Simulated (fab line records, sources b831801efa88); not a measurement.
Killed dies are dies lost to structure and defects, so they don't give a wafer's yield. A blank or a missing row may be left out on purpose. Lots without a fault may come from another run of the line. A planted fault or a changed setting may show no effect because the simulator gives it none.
One fault seen from 2 desks | flow sky130 | each desk has only its own numbers; what lay behind them comes last

THE METROLOGY DESK
What the gauges read, lot by lot, whatever tool the lot ran on: means of the sampled wafers that have a number. A lot is out of limits, marked OUT, if its mean lies more than 4 standard deviations from the usual mean; the brackets give that distance.
Columns: A = VT_ADJUST_PCH_TW at SKY_VT_ADJUST_PCH_TW_MEAS_10, usual 142.5; B = SONOS_ONO_OXIDATION_THK at SKY_SONOS_ONO_THK_MEAS_01, usual 2.59 nm
lot  | first seen here | A     | B
L912 | day 10 11:57    | 140.9 | 2.54
L914 | day 11 04:24    | 141.5 | 2.60
L916 | day 11 20:45    | 141.7 | 2.57
L918 | day 12 14:29    | 143.1 | 2.55
L919 | day 12 14:47    | 141.5 | 2.63
L920 | day 12 22:40    | 141.2 | 2.58
L928 | day 15 15:08    | 143.5 | 2.53
L930 | day 16 04:25    | 141.3 | 2.59
L933 | day 16 22:15    | 141.5 | 2.64
L934 | day 17 13:44    | 142.5 | 2.61
L935 | day 17 21:22    | 143.7 | 2.52
This desk's finding: nothing out of limits on any of the 11 lots.

THE TOOL OWNER'S DESK: rie_si-01
The tool's own readings at SKY_POLY_GATE_ETCH_17 (etches poly-Si in HBr/Cl2, stops on SiO2, target depth 180 nm, time 70.5 s): means of the sampled wafers that have a number, for each lot that ran on this tool. A lot is out of limits, marked OUT, if its mean lies more than 4 standard deviations from the usual mean; the brackets give that distance.
Columns: A = drypump_motor_current_A at SKY_POLY_GATE_ETCH_17, usual 5.8 A; B = he_backside_leak_sccm at SKY_POLY_GATE_ETCH_17, usual 2.62 sccm; C = oes_product_au at SKY_POLY_GATE_ETCH_17, usual 0.984 a.u.; D = run_length_s at SKY_POLY_GATE_ETCH_17, usual 98.8 s; E = throttle_valve_pct at SKY_POLY_GATE_ETCH_17, usual 33.685 %
lot  | first seen here | A   | B    | C     | D              | E
L914 | day 17 07:50    | 5.5 | 2.54 | 0.979 | 98.8           | 33.684
L916 | day 18 05:53    | 5.7 | 2.40 | 0.985 | 98.7           | 33.681
L919 | day 18 23:05    | 5.6 | 2.50 | 1.001 | 77.0 (-50) OUT | 33.687
L920 | day 19 12:18    | 5.5 | 2.53 | 1.000 | 77.4 (-49) OUT | 33.688
L928 | day 22 11:51    | 5.3 | 3.22 | 0.980 | 99.1           | 33.692
L930 | day 23 04:23    | 5.4 | 2.53 | 0.984 | 98.6           | 33.687
L933 | day 23 22:14    | 5.8 | 2.53 | 0.984 | 98.2           | 33.685
L934 | day 24 15:03    | 5.5 | 2.43 | 0.981 | 98.7           | 33.697
This desk's finding: out of limits on L919, L920; first on L919, day 18 23:05 (run_length_s at SKY_POLY_GATE_ETCH_17). In limits: L914, L916, L928, L930, L933, L934.

PUT TOGETHER
The tool owner's desk could have raised an alarm at day 18 23:05, on L919, L920.
The metrology desk saw nothing out of limits.
The metrology desk has L919, L920 on record, within its limits.
Of the lots named, all ran SKY_POLY_GATE_ETCH_17 on rie_si-01.

WHAT THE SIMULATOR HAD PUT IN
Process parameter drift: rie_si-01, from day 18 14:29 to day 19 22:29, at SKY_POLY_GATE_ETCH_17. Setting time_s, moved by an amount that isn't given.
Lots struck among those shown: L919, L920.
Hours from the fault's start to each desk's first reading out of limits: the tool owner's desk, 9.
